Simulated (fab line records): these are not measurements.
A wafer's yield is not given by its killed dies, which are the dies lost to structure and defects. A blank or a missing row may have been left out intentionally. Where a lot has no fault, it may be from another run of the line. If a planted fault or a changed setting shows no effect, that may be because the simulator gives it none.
Chamber matching + flow sky130 + SKY_CAP2M_CVD_00 on pecvd-01: 3 sister chambers
The step deposits SiO2, target thk 15.5 nm. 3 wafers are shown with their chamber, then 9 later ones without.

== WAFERS PAIRED WITH THEIR CHAMBERS ==
| wafer  | chamber | heater-power-w (W) |
|--------|---------|--------------------|
| L089.2 | 2       | 759                |
| L089.3 | 1       | 871                |
| L089.5 | 0       | 762                |

== WAFERS WHOSE CHAMBER IS MISSING ==
| wafer  | heater-power-w (W) |
|--------|--------------------|
| L093.2 | 904                |
| L093.3 | 663                |
| L093.5 | 937                |
| L095.1 | 837                |
| L095.4 | 874                |
| L095.6 | 818                |
| L097.1 | 923                |
| L097.2 | 667                |
| L097.4 | 659                |

== EACH ONE'S CHAMBER ==
| wafer  | from the rows above          | in truth |
|--------|------------------------------|----------|
| L093.2 | can't be placed: 1 or 0 or 2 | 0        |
| L093.3 | can't be placed: 2 or 0 or 1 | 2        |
| L093.5 | can't be placed: 1 or 0 or 2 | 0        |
| L095.1 | can't be placed: 1 or 0 or 2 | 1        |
| L095.4 | can't be placed: 1 or 0 or 2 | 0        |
| L095.6 | can't be placed: 1 or 0 or 2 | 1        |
| L097.1 | can't be placed: 1 or 0 or 2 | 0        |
| L097.2 | can't be placed: 2 or 0 or 1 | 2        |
| L097.4 | can't be placed: 2 or 0 or 1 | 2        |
Correctly placed: 0 of 9. These rows do not allow placing 9 (true chamber among the candidates in 9). 0 placed wrongly.
How it was worked out, from the rows above alone: a wafer's distance from a chamber is the root of the sum, over the readings, of the square of ((its reading less the chamber's mean) divided by the reading's scatter). If the next closest chamber is less than 2 further off than the closest, the wafer can't be placed; otherwise it belongs to the closest. For every chamber, the mean is computed from those of its wafers that are shown. The scatter (one wafer shown for each chamber): square how far every hidden wafer sits from the nearest shown wafer, average those squares and take the square root.
